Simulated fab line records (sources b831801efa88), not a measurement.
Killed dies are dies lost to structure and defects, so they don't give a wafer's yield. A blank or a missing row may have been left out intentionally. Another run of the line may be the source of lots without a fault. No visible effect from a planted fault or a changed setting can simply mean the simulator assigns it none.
Problem report in the 8D (eight disciplines) form, filled by code ; flow gf180mcu ; the parts of the form that need people (team, actions taken, sign-off) are left out

1. PROBLEM STATEMENT
Mean of stripTimeToEndpointS at GF_VT_IMPLANT_STRIP_42: 13.49 s across 9 wafers in 3 lots; on wafers with no fault it is 12.67 s (standard deviation 0.032). That is +25 standard deviations from the usual mean.
The step: strips in O2/N2.
First seen on wafer L988.3, day 9 20:08, on plasmaAsher-04. At this step, 39 wafers from 13 lots have a number in the record. Rule for "out", or "out of limits": more than 4 standard deviations from the usual mean. All remaining wafers that have a number are taken as sound.

2. WHAT IT IS, AND WHAT IT ISN'T
question;is;is not
which readings at this step;stripTimeToEndpointS;heaterPowerW, oesProductAu
which lots;L988, L990, L992;L100, L101, L102, L103, L980, L982, L983, L984, L985, L986
which wafers of those lots;all that have a number;-
read on which tools;plasmaAsher-01, plasmaAsher-03, plasmaAsher-04;-
when;from day 9 20:08;"up to then (18 sound wafers); but 12 sound wafers of L100, L101, L102, L103 came after"

3. THE SUSPECTS, EACH WITH WHAT RULES IT OUT
Counting: a tool at any process step up to the reading remains a suspect when it ran all the lots that are out and ran no sound lot after the first of those.
- lithoTrack-01 at GF_VT_IMPLANT_COAT_35 (resist thk 1000 nm): ruled out as a lasting fault. Following L988 (day 9 11:04), the first lot on it that is out, the sound lots L102 were run on it.
Left after counting: nothing in the record.

4. THE CAUSE (what the simulator had put in)
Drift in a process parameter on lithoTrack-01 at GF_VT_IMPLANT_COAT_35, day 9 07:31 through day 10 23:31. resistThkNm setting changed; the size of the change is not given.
The count ruled it out by mistake, since the rule takes a fault to strike every lot its tool runs from the start of the fault on, and this one did not do so.

5. THE CHAIN OF EFFECTS, in route order
Each row: a reading whose mean over the struck wafers that have a number lies more than 3 standard deviations from the usual. Only readings whose record carries a usual standard deviation are examined. hours: median over the lots of the time between each lot's start at the first step of this table that gives one and its start at this step. sigmas: the change, counted in usual standard deviations.
hours;step;reading;usual;on struck wafers;change;sigmas
0;GF_VT_IMPLANT_STRIP_42;stripTimeToEndpointS;12.67 s;13.49;+0.82;+25
Its process steps:
- GF_VT_IMPLANT_STRIP_42: strips in O2/N2.
Later steps that measure or inspect, where all struck wafers having a row at the step show a number for every such reading and not one has moved that far: GF_VT_IMPLANT_RS_MEAS_47, GF_SAB_CD_MEAS_09.

6. WHAT WOULD HAVE CAUGHT IT SOONER
In this record no reading fell out of limits until day 9 20:08, 13 hours after the fault had begun at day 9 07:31.
Of the tool readings at GF_VT_IMPLANT_COAT_35 for which the record gives a usual standard deviation, none was out on any struck wafer, so an alarm limit of 4 standard deviations on them would not have fired.
